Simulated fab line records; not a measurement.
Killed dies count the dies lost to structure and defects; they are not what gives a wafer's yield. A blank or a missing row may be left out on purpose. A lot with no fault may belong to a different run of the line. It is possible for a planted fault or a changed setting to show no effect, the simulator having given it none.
fab line records	flow sky130
record: lots: 6	wafers: 18	last_day: 49
route steps=708 shown LI_CONTACT@375 LOCAL_INTERCONNECT@387
lots that met no fault: taken from a fault-free run of the same line
start_h: start of the lot's first displayed wafer, in hours after the record's first day	wait_h: how many hours have passed since the lot's step before this one	" as in the row above	L1.1+2: a single row standing in for several wafers	- no value, or no start given	* or withheld: withheld	< > ~ a bound
route shown NAME@n: names a module that has steps shown in the file, with the first one's number in the route	usual: mean/standard deviation taken from wafers without a fault	same: alike in all rows	chamber/n: place in a boat	sites: readings site by site	_std_site: the standard deviation of these	_edge_site: the outer-site mean with the inner-site mean subtracted	radius_mm: for every site, how far away it sits from the centre of the wafer	mask NAME#n: copy n	behind: the tool/chamber that last shaped the wafer	hold: why the lot was held/for how many hours/how that ended	device: the transistor (n, p or np) that didn't switch	end of line: the route-end tests of the same wafers	a step without rows: its recipe alone	killed: the dies lost at the first sort to structure and to defects; this is not the yield of the wafer	map: a wafer's dies, x killed, . not, _ none there
set.NAME: the run value of the setting; set.NAME@STEP: its run value at that earlier step	model.NAME: the simulator's own value behind a step, which no gauge read
lots at selected steps of the route; one table per step, one row per wafer
services: a tool's chamber out of use, with start hour (start_h, from the record's first day; less than 0 if before it), hours out, and reason
== steps ==
step: SKY_LI_CONTACT_OVL_MEAS_13
usual: LI_CONTACT_OVL: 2/4.8
lot.wafer	tool	chamber	start_h	wait_h	LI_CONTACT_OVL[nm]
L858.1	overlay-02	-	734.96	0.1	6
L858.3	"	-	"	"	3
L858.4	"	-	"	"	7
L862.3	overlay-01	-	755.29	0.1	-1
L862.5	"	-	"	"	-5
L862.6	"	-	"	"	0
L865.1	overlay-01	-	769.41	0.1	-1
L865.2	"	-	"	"	-5
L865.6	"	-	"	"	-2
L867.1	overlay-02	-	793.49	0.1	9
L867.2	"	-	"	"	0
L867.3	"	-	"	"	0
L869.3	overlay-01	-	809.77	0.1	5
L869.5	"	-	"	"	13
L869.6	"	-	"	"	11
L872.3	overlay-01	-	822.22	0.1	-5
L872.5	"	-	"	"	-1
L872.6	"	-	"	"	1
step: SKY_LI_CONTACT_ETCH_14
recipe: chemistry: N2/H2	target: BARC	ion_energy_ev: 200	source_w: 500	bias_w: 100	pressure_mtorr: 30	n2_flow_sccm: 100	h2_flow_sccm: 200	stop_on: SiO2	time_s: 45.9	target_depth_a: 600
usual: drypump_motor_current_A: 5.7/0.42	oes_product_au: 0.855/0.005	throttle_valve_pct: 13.225/0.0089
lot.wafer	tool	chamber	start_h	wait_h	drypump_motor_current_A	oes_product_au	rf_hours_counter_h	throttle_valve_pct
L858.1	rie_diel-04	1	735.00	0.0	6.1	0.861	10	13.216
L858.3	"	0	"	"	5.8	0.859	20	13.221
L858.4	"	2	"	"	5.6	0.851	14	13.242
L862.3	rie_diel-02	0	755.31	0.0	5.4	0.849	1	13.210
L862.5	"	1	"	"	6.5	0.857	-	13.222
L862.6	"	0	"	"	5.4	0.858	-	13.234
L865.1	rie_diel-01	2	769.45	0.0	5.9	0.851	8	13.222
L865.2	"	1	"	"	6.2	0.861	21	13.218
L865.6	"	3	"	"	5.7	0.854	-	13.214
L867.1	rie_diel-02	1	793.52	0.0	6.5	0.856	10	13.205
L867.2	"	0	"	"	5.4	0.849	2	13.231
L867.3	"	2	"	"	5.2	0.848	15	13.220
L869.3	rie_diel-04	0	809.82	0.0	5.8	0.864	-	13.217
L869.5	"	0	"	"	5.8	0.856	-	13.213
L869.6	"	2	"	"	5.7	0.848	-	13.225
L872.3	rie_diel-01	1	822.25	0.0	6.2	0.856	23	13.220
L872.5	"	2	"	"	5.9	0.857	-	13.223
L872.6	"	3	"	"	5.7	0.867	-	13.223
step: SKY_LI_CONTACT_ETCH_15
recipe: target: PSG	chemistry: C4F8/O2/Ar	stop_on: Si	taper_deg: 4.15	mask_material: KrF-thick	source_w: 1500	bias_w: 1200	pressure_mtorr: 40	c4f8_flow_sccm: withheld	O2_flow_sccm: 6	Ar_flow_sccm: 300	time_s: withheld	target_depth_a: 6000
step: SKY_LI_CONTACT_STRIP_16
recipe: chemistry: O2/N2	power_w: 1400	pressure_mtorr: 1500	platen_temp_c: withheld	o2_flow_sccm: 3000	n2_flow_sccm: 300	overash_fraction: 0.5
step: SKY_LI_CONTACT_CLEAN_17
recipe: chemistry: NMP	time_s: 600	temp_c: 60	dry: n2_spin
step: SKY_LI_CONTACT_PRE_CLEAN_18
recipe: gas: Ar	time_s: 5.6	bias_v: 358
step: SKY_LI_CONTACT_SPUTTER_19
recipe: material: Ti	target_thk_nm: 20	chamber_pressure_pa: 5	power_w: 2500	substrate_temp_c: 200	time_s: 106.37
usual: throttle_valve_pct: 29.7/1.2
lot.wafer	tool	chamber	start_h	wait_h	throttle_valve_pct
L858.1	pvd_sputter-01	-	735.42	0.0	30.0
L858.3	"	-	"	"	29.7
L858.4	"	-	"	"	32.0
L862.3	pvd_sputter-04	-	755.94	0.0	27.5
L862.5	"	-	"	"	28.8
L862.6	"	-	"	"	30.4
L865.1	pvd_sputter-04	-	769.87	0.0	29.8
L865.2	"	-	"	"	30.3
L865.6	"	-	"	"	27.7
L867.1	pvd_sputter-01	-	793.95	0.0	32.1
L867.2	"	-	"	"	30.1
L867.3	"	-	"	"	29.2
L869.3	pvd_sputter-04	-	810.30	0.0	29.1
L869.5	"	-	"	"	29.1
L869.6	"	-	"	"	27.3
L872.3	pvd_sputter-01	-	822.67	0.0	29.6
L872.5	"	-	"	"	31.9
L872.6	"	-	"	"	30.2
step: SKY_LI_CONTACT_SPUTTER_20
recipe: material: TiN	target_thk_nm: 20	chamber_pressure_pa: 5	power_w: 4000	time_s: 80
step: SKY_LI_CONTACT_CVD_21
recipe: material: W	target_thk_nm: 400	time_s: 120.56	temp_c: 400	pressure_torr: 40
usual: heater_power_w: 832/42
lot.wafer	tool	chamber	start_h	wait_h	heater_power_w
L858.1	cvd_w-01	1	735.56	0.0	796
L858.3	"	1	"	"	775
L858.4	"	0	"	"	814
L862.3	cvd_w-02	0	756.12	0.1	829
L862.5	"	1	"	"	863
L862.6	"	0	"	"	870
L865.1	cvd_w-01	1	770.01	0.0	755
L865.2	"	0	"	"	826
L865.6	"	0	"	"	810
L867.1	cvd_w-02	0	794.08	0.0	840
L867.2	"	1	"	"	884
L867.3	"	1	"	"	908
L869.3	cvd_w-02	1	810.48	0.1	870
L869.5	"	0	"	"	854
L869.6	"	1	"	"	878
L872.3	cvd_w-01	0	822.85	0.1	816
L872.5	"	1	"	"	753
L872.6	"	0	"	"	834
step: SKY_LI_CONTACT_RS_MEAS_22
recipe: thk_meas_gauge: four-point-probe	reads: W_of_LI_CONTACT_CVD_21+TiN_of_LI_CONTACT_SPUTTER_20+Ti_of_LI_CONTACT_SPUTTER_19
usual: LI_CONTACT_W_RS: 0.285/0.004
lot.wafer	tool	chamber	start_h	wait_h	LI_CONTACT_W_RS[ohm/sq]
L858.1	film_metro-03	-	735.68	0.1	0.288
L858.3	"	-	"	"	0.291
L858.4	"	-	"	"	0.286
L862.3	film_metro-02	-	756.24	0.1	0.284
L862.5	"	-	"	"	0.287
L862.6	"	-	"	"	0.284
L865.1	film_metro-02	-	770.13	0.1	0.289
L865.2	"	-	"	"	0.283
L865.6	"	-	"	"	0.282
L867.1	film_metro-02	-	794.21	0.1	0.290
L867.2	"	-	"	"	0.289
L867.3	"	-	"	"	0.290
L869.3	film_metro-01	-	810.60	0.1	0.286
L869.5	"	-	"	"	0.281
L869.6	"	-	"	"	0.282
L872.3	film_metro-01	-	822.97	0.1	0.280
L872.5	"	-	"	"	0.287
L872.6	"	-	"	"	0.281
step: SKY_LI_CONTACT_THK_MEAS_23
recipe: thk_meas_gauge: xrf	reads: W_of_LI_CONTACT_CVD_21
usual: LI_CONTACT_W_THK: 396/6.8
lot.wafer	tool	chamber	start_h	wait_h	LI_CONTACT_W_THK[nm]
L858.1	film_metro-03	-	735.80	0.1	396
L858.3	"	-	"	"	395
L858.4	"	-	"	"	399
L862.3	film_metro-02	-	756.34	0.1	392
L862.5	"	-	"	"	390
L862.6	"	-	"	"	395
L865.1	film_metro-02	-	770.25	0.1	388
L865.2	"	-	"	"	400
L865.6	"	-	"	"	400
L867.1	film_metro-02	-	794.33	0.1	385
L867.2	"	-	"	"	391
L867.3	"	-	"	"	387
L869.3	film_metro-01	-	810.70	0.1	394
L869.5	"	-	"	"	398
L869.6	"	-	"	"	399
L872.3	film_metro-01	-	823.07	0.1	406
L872.5	"	-	"	"	397
L872.6	"	-	"	"	407
step: SKY_LI_CONTACT_CMP_24
recipe: stop_on: PSG	t_overpolish_s: 20	down_force_psi: 3.5	platen_rpm: 60	target_thk_nm: 0	pad_velocity_m_s: 0.94248
usual: motor_current_A: 10.9/1.2	overpolish_run_s: 20.001/0.0096	time_to_endpoint_s: 93/3.8
lot.wafer	tool	chamber	start_h	wait_h	motor_current_A	overpolish_run_s	time_to_endpoint_s
L858.1	cmp-02	0	735.86	0.1	10.3	20.011	96
L858.3	"	2	"	"	9.4	20.002	95
L858.4	"	3	"	"	11.5	20.007	100
L862.3	cmp-01	2	756.38	0.0	11.4	20.002	94
L862.6	"	2	"	"	11.6	20.002	90
L862.5	"	3	"	"	12.8	20.005	90
L865.2	cmp-01	0	770.31	0.0	8.9	19.980	94
L865.1	"	2	"	"	11.0	19.987	94
L865.6	"	1	"	"	11.9	20.002	93
L867.2	cmp-02	2	794.44	0.1	9.6	19.991	91
L867.3	"	3	"	"	11.4	19.983	99
L867.1	"	0	"	"	10.1	20.002	94
L869.3	cmp-02	2	810.79	0.1	10.3	20.000	93
L869.6	"	1	"	"	10.5	19.994	97
L869.5	"	2	"	"	9.9	20.000	95
L872.3	cmp-01	1	823.16	0.1	11.8	20.010	94
L872.6	"	0	"	"	9.6	19.998	97
L872.5	"	1	"	"	12.1	20.012	91
step: SKY_LOCAL_INTERCONNECT_SPUTTER_00
recipe: material: TiN	target_thk_nm: 100	temp_c: 300	power_w: 6500	time_s: 83.3	chamber_pressure_pa: 0.4
usual: throttle_valve_pct: 29.8/1.2
lot.wafer	tool	chamber	start_h	wait_h	throttle_valve_pct	model.TiN_of_LOCAL_INTERCONNECT_SPUTTER_00.thk_nm
L858.1	pvd_sputter-02	-	736.16	0.2	29.2	98.77
L858.3	"	-	"	"	29.3	98.99
L858.4	"	-	"	"	29.9	99.36
L862.3	pvd_sputter-02	-	756.68	0.2	29.3	142.9
L862.5	"	-	"	"	29.1	142.9
L862.6	"	-	"	"	29.4	102.3
L865.1	pvd_sputter-02	-	770.61	0.1	29.8	99.29
L865.2	"	-	"	"	29.2	141.6
L865.6	"	-	"	"	29.7	101
L867.1	pvd_sputter-01	-	794.69	0.1	32.1	101.1
L867.2	"	-	"	"	30.3	100.8
L867.3	"	-	"	"	30.3	100.6
L869.3	pvd_sputter-01	-	811.04	0.2	32.2	101
L869.5	"	-	"	"	29.9	100.8
L869.6	"	-	"	"	32.1	101.1
L872.3	pvd_sputter-03	-	823.41	0.2	30.5	98.58
L872.5	"	-	"	"	31.2	99.37
L872.6	"	-	"	"	30.3	98.39
step: SKY_LOCAL_INTERCONNECT_RS_MEAS_01
recipe: thk_meas_gauge: four-point-probe	reads: TiN_of_LOCAL_INTERCONNECT_SPUTTER_00
usual: LOCAL_INTERCONNECT_TIN_RS: 14.10/0.15
lot.wafer	tool	chamber	start_h	wait_h	LOCAL_INTERCONNECT_TIN_RS[ohm/sq]
L858.1	film_metro-04	-	736.23	0.0	14.37
L858.3	"	-	"	"	14.31
L858.4	"	-	"	"	14.28
L862.3	film_metro-01	-	756.79	0.1	9.75
L862.5	"	-	"	"	9.75
L862.6	"	-	"	"	13.78
L865.1	film_metro-01	-	770.68	0.0	14.26
L865.2	"	-	"	"	9.84
L865.6	"	-	"	"	13.99
L867.1	film_metro-02	-	794.75	0.0	13.97
L867.2	"	-	"	"	13.99
L867.3	"	-	"	"	14.03
L869.3	film_metro-04	-	811.15	0.1	14.00
L869.5	"	-	"	"	14.03
L869.6	"	-	"	"	13.98
L872.3	film_metro-02	-	823.52	0.1	14.33
L872.5	"	-	"	"	14.24
L872.6	"	-	"	"	14.40
step: SKY_LOCAL_INTERCONNECT_THK_MEAS_02
recipe: thk_meas_gauge: xrf	reads: TiN_of_LOCAL_INTERCONNECT_SPUTTER_00
usual: LOCAL_INTERCONNECT_TIN_THK: 100.6/1.1
lot.wafer	tool	chamber	start_h	wait_h	LOCAL_INTERCONNECT_TIN_THK[nm]
L858.1	film_metro-04	-	736.35	0.1	99.2
L858.3	"	-	"	"	99.2
L858.4	"	-	"	"	99.6
L862.3	film_metro-01	-	756.89	0.1	143.8
L862.5	"	-	"	"	143.8
L862.6	"	-	"	"	102.6
L865.1	film_metro-01	-	770.80	0.1	99.9
L865.2	"	-	"	"	141.7
L865.6	"	-	"	"	101.3
L867.1	film_metro-02	-	794.87	0.1	102.3
L867.2	"	-	"	"	102.2
L867.3	"	-	"	"	102.0
L869.3	film_metro-04	-	811.25	0.1	100.4
L869.5	"	-	"	"	100.5
L869.6	"	-	"	"	100.7
L872.3	film_metro-02	-	823.62	0.1	99.0
L872.5	"	-	"	"	100.1
L872.6	"	-	"	"	99.0
step: SKY_LOCAL_INTERCONNECT_DEHYDRATE_03
recipe: temp_c: 200	time_s: 60
step: SKY_LOCAL_INTERCONNECT_HMDS_04
recipe: prime_time_s: 60	prime_temp_c: 120
step: SKY_LOCAL_INTERCONNECT_COAT_05
recipe: resist: BARC	temp_c: withheld	time_s: withheld	spin_rpm: 3000	resist_thk_nm: 60
step: SKY_LOCAL_INTERCONNECT_COAT_06
recipe: resist: KrF-thick	spin_rpm: 3000	resist_thk_nm: 450
step: SKY_LOCAL_INTERCONNECT_SOFTBAKE_07
recipe: temp_c: 100	time_s: 90	resist: KrF-thick
step: SKY_LOCAL_INTERCONNECT_EXPOSE_08
recipe: mask_id: LI1M	na: 0.8	source_shape: annular	sigma_inner: 0.55	sigma_outer: 0.85	target_cd_nm: 170	dose_mj: 28
step: SKY_LOCAL_INTERCONNECT_PEB_09
recipe: peb_temp_c: withheld	peb_time_s: withheld	resist: KrF-thick
step: SKY_LOCAL_INTERCONNECT_DEVELOP_10
recipe: develop_time_s: 60	resist: KrF-thick	dev_temp_c: 21
step: SKY_LOCAL_INTERCONNECT_CD_MEAS_11
recipe: target_cd_nm: 170
usual: cd_nm: 169.8/1.7
lot.wafer	tool	chamber	start_h	wait_h	cd_nm
L858.1	cd_sem-01	-	764.11	-	172.0
L858.3	"	-	"	"	173.3
L858.4	"	-	"	"	172.0
L862.3	cd_sem-02	-	782.91	-	168.3
L862.5	"	-	"	"	170.0
L862.6	"	-	"	"	170.2
L865.1	cd_sem-02	-	796.92	-	170.8
L865.2	"	-	"	"	170.9
L865.6	"	-	"	"	169.7
L867.1	cd_sem-02	-	821.86	-	168.5
L867.2	"	-	"	"	167.4
L867.3	"	-	"	"	168.6
L869.3	cd_sem-01	-	836.68	-	173.5
L869.5	"	-	"	"	172.7
L869.6	"	-	"	"	173.5
L872.3	cd_sem-01	-	849.16	-	170.7
L872.5	"	-	"	"	171.3
L872.6	"	-	"	"	171.5
step: SKY_LOCAL_INTERCONNECT_OVL_MEAS_12
usual: LOCAL_INTERCONNECT_OVL: 3/5.8
lot.wafer	tool	chamber	start_h	wait_h	LOCAL_INTERCONNECT_OVL[nm]
L858.1	overlay-01	-	764.23	0.1	4
L858.3	"	-	"	"	7
L858.4	"	-	"	"	3
L862.3	overlay-01	-	783.00	0.1	4
L862.5	"	-	"	"	4
L862.6	"	-	"	"	6
L865.1	overlay-02	-	797.04	0.1	17
L865.2	"	-	"	"	5
L865.6	"	-	"	"	2
L867.1	overlay-02	-	821.98	0.1	-5
L867.2	"	-	"	"	-2
L867.3	"	-	"	"	-4
L869.3	overlay-01	-	836.77	0.1	-1
L869.5	"	-	"	"	3
L869.6	"	-	"	"	0
L872.3	overlay-01	-	849.25	0.1	13
L872.5	"	-	"	"	10
L872.6	"	-	"	"	7
step: SKY_LOCAL_INTERCONNECT_ETCH_13
recipe: chemistry: N2/H2	target: BARC	ion_energy_ev: 200	bias_w: 100	pressure_mtorr: 30	n2_flow_sccm: 100	h2_flow_sccm: 200	icp_w: 500	stop_on: SiO2	time_s: 45.9	target_depth_a: 600
usual: drypump_motor_current_A: 5.9/0.49	oes_product_au: 0.855/0.0053	throttle_valve_pct: 13.225/0.0095
lot.wafer	tool	chamber	start_h	wait_h	drypump_motor_current_A	oes_product_au	rf_hours_counter_h	throttle_valve_pct
L858.1	rie_metal-04	0	764.27	0.0	6.6	0.859	7	13.233
L858.3	"	1	"	"	5.4	0.861	-	13.233
L858.4	"	0	"	"	6.5	0.858	-	13.231
L862.3	rie_metal-02	1	783.05	0.0	6.0	0.859	-	13.226
L862.5	"	1	"	"	6.0	0.849	-	13.217
L862.6	"	0	"	"	5.1	0.862	-	13.224
L865.1	rie_metal-04	1	797.07	0.0	5.4	0.846	6	13.228
L865.2	"	0	"	"	6.5	0.855	8	13.237
L865.6	"	0	"	"	6.5	0.852	-	13.221
L867.1	rie_metal-02	0	822.02	0.0	5.1	0.856	14	13.233
L867.2	"	1	"	"	6.0	0.859	3	13.242
L867.3	"	1	"	"	6.0	0.853	-	13.224
L869.3	rie_metal-01	1	836.82	0.0	6.1	0.860	-	13.221
L869.5	"	1	"	"	6.2	0.855	-	13.254
L869.6	"	0	"	"	6.0	0.855	-	13.214
L872.3	rie_metal-04	0	849.30	0.0	6.6	0.851	-	13.226
L872.5	"	0	"	"	6.6	0.851	-	13.218
L872.6	"	1	"	"	5.4	0.843	-	13.223
step: SKY_LOCAL_INTERCONNECT_METAL_ETCH_14
recipe: target_depth_nm: 110	stop_on: PSG	chemistry: Cl2/BCl3	target: TiN	resist_sidewall_deg: 88	pressure_mtorr: 10	icp_w: 900	bias_w: 48.5	Cl2_flow_sccm: 60	bcl3_flow_sccm: 30	time_s: 31.4
usual: drypump_motor_current_A: 5.9/0.49	oes_product_au: 0.943/0.0074	throttle_valve_pct: 21.900/0.0098
lot.wafer	tool	chamber	start_h	wait_h	drypump_motor_current_A	oes_product_au	rf_hours_counter_h	throttle_valve_pct
L858.1	rie_metal-04	0	764.33	0.0	6.6	0.944	7	21.908
L858.3	"	1	"	"	5.4	0.925	-	21.914
L858.4	"	0	"	"	6.6	0.936	-	21.904
L862.3	rie_metal-02	1	783.10	0.0	6.0	0.987	-	21.865
L862.5	"	1	"	"	6.0	0.991	-	21.873
L862.6	"	0	"	"	5.1	0.962	-	21.905
L865.1	rie_metal-04	1	797.14	0.0	5.4	0.944	6	21.899
L865.2	"	0	"	"	6.6	0.998	8	21.872
L865.6	"	0	"	"	6.6	0.941	-	21.910
L867.1	rie_metal-02	0	822.08	0.0	5.1	0.946	14	21.909
L867.2	"	1	"	"	6.0	0.942	3	21.894
L867.3	"	1	"	"	6.0	0.936	-	21.895
L869.3	rie_metal-01	1	836.88	0.0	6.2	0.948	-	21.891
L869.5	"	1	"	"	6.1	0.952	-	21.875
L869.6	"	0	"	"	5.9	0.948	-	21.887
L872.3	rie_metal-04	0	849.36	0.0	6.5	0.939	-	21.898
L872.5	"	0	"	"	6.6	0.945	-	21.905
L872.6	"	1	"	"	5.4	0.942	-	21.898
step: SKY_LOCAL_INTERCONNECT_STRIP_15
recipe: chemistry: O2/N2	power_w: 1400	pressure_mtorr: 1500	platen_temp_c: withheld	o2_flow_sccm: 3000	n2_flow_sccm: 300	overash_fraction: 0.5
step: SKY_LOCAL_INTERCONNECT_STRIP_16
recipe: chemistry: post_etch_residue_remover	time_s: 1200	temp_c: 72.5
lot.wafer	tool	chamber	start_h	wait_h	model.TiN_of_LOCAL_INTERCONNECT_SPUTTER_00.thk_nm
L858.1	wet_bench-01	2	764.48	0.1	98.35
L858.3	"	2	"	"	98.57
L858.4	"	2	"	"	98.94
L862.3+5	wet_bench-01	3	783.24	0.0	142.5
L862.6	"	3	"	"	101.8
L865.1	wet_bench-01	0	797.29	0.1	98.88
L865.2	"	0	"	"	141.1
L865.6	"	0	"	"	100.6
L867.1	wet_bench-02	1	822.23	0.1	100.7
L867.2	"	1	"	"	100.4
L867.3	"	1	"	"	100.2
L869.3	wet_bench-03	0	837.01	0.0	100.6
L869.5	"	0	"	"	100.4
L869.6	"	0	"	"	100.7
L872.3	wet_bench-03	1	849.49	0.0	98.16
L872.5	"	1	"	"	98.94
L872.6	"	1	"	"	97.96
step: SKY_LOCAL_INTERCONNECT_CLEAN_17
recipe: chemistry: IPA	time_s: 180	temp_c: 25
== services ==
tool	chamber	start_h	hours	kind
cvd_w-01	-	728.70	6.0	pm
wet_bench-03	-	729.69	18.8	repair
rie_metal-01	-	735.27	1.3	repair
rie_diel-04	2	739.08	7.0	repair
cmp-01	-	744.48	4.0	pm
pvd_sputter-01	-	746.27	0.8	repair
rie_metal-04	1	746.35	6.7	repair
rie_metal-02	1	748.60	11.2	repair
cmp-02	-	749.33	2.4	pm
wet_bench-03	-	758.96	2.8	repair
rie_diel-04	-	779.40	14.6	pm
cmp-01	-	785.61	3.7	pm
pvd_sputter-01	-	786.95	2.5	repair
rie_diel-01	2	788.28	7.8	repair
rie_diel-02	3	792.01	9.5	repair
cvd_w-01	0	793.91	14.8	repair
rie_diel-02	0	794.33	16.4	repair
pvd_sputter-04	-	796.82	4.7	repair
rie_diel-04	1	806.00	5.7	repair
cvd_w-02	0	814.37	3.9	repair
rie_metal-02	1	815.48	4.7	repair
pvd_sputter-02	-	838.35	2.4	repair
cvd_w-01	-	840.43	0.6	repair
rie_metal-04	-	843.76	1.0	repair
== key ==
first_sign: step: SKY_LOCAL_INTERCONNECT_RS_MEAS_01	reading: LOCAL_INTERCONNECT_TIN_RS	direction: down	sigmas: 29	usual: 14.10	struck: 9.78
effect: step: SKY_LOCAL_INTERCONNECT_THK_MEAS_02	reading: LOCAL_INTERCONNECT_TIN_THK	direction: up	sigmas: 38	usual: 100.6	struck: 143.1
effect: step: SKY_LOCAL_INTERCONNECT_METAL_ETCH_14	reading: oes_product_au	direction: up	sigmas: 6.7	usual: 0.943	struck: 0.992
model_effect: step: SKY_LOCAL_INTERCONNECT_SPUTTER_00	value: TiN_of_LOCAL_INTERCONNECT_SPUTTER_00.thk_nm	without: 100.7	struck: 142.5
model_effect: step: SKY_LOCAL_INTERCONNECT_STRIP_16	value: TiN_of_LOCAL_INTERCONNECT_SPUTTER_00.thk_nm	without: 100.3	struck: 142
met_at SKY_LOCAL_INTERCONNECT_SPUTTER_00
struck_wafers L862.3,L862.5,L865.2
later_rows_left_out L862.3,L862.5,L865.2
sort_left_out L862.3,L862.5,L865.2
tester_left_out L862,L865
onset_between 736.16 756.68
fault: kind: process_parameter_drift	tool: pvd_sputter-02	chamber: -	onset_h: 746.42	steps: SKY_LOCAL_INTERCONNECT_SPUTTER_00	channel: time_s	offset: *	shape: step	end_h: 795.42	acts_in: *	stated: *	scope: struck_wafers_only
tester_left_out: of these lots the tester's yield and bins aren't shown, on N5 and GAA mostly nor the transistor test; their killed dies are dies lost to structure and defects alone, not to doping, threshold or leakage, so they don't give the yield
sort_left_out: the simulated sort isn't trusted on such a fault, so these wafers' sort isn't shown, and their yield isn't known
later_rows_left_out: the simulator's readings of these wafers behind a module that went badly wrong aren't trusted and aren't shown, but for the sort
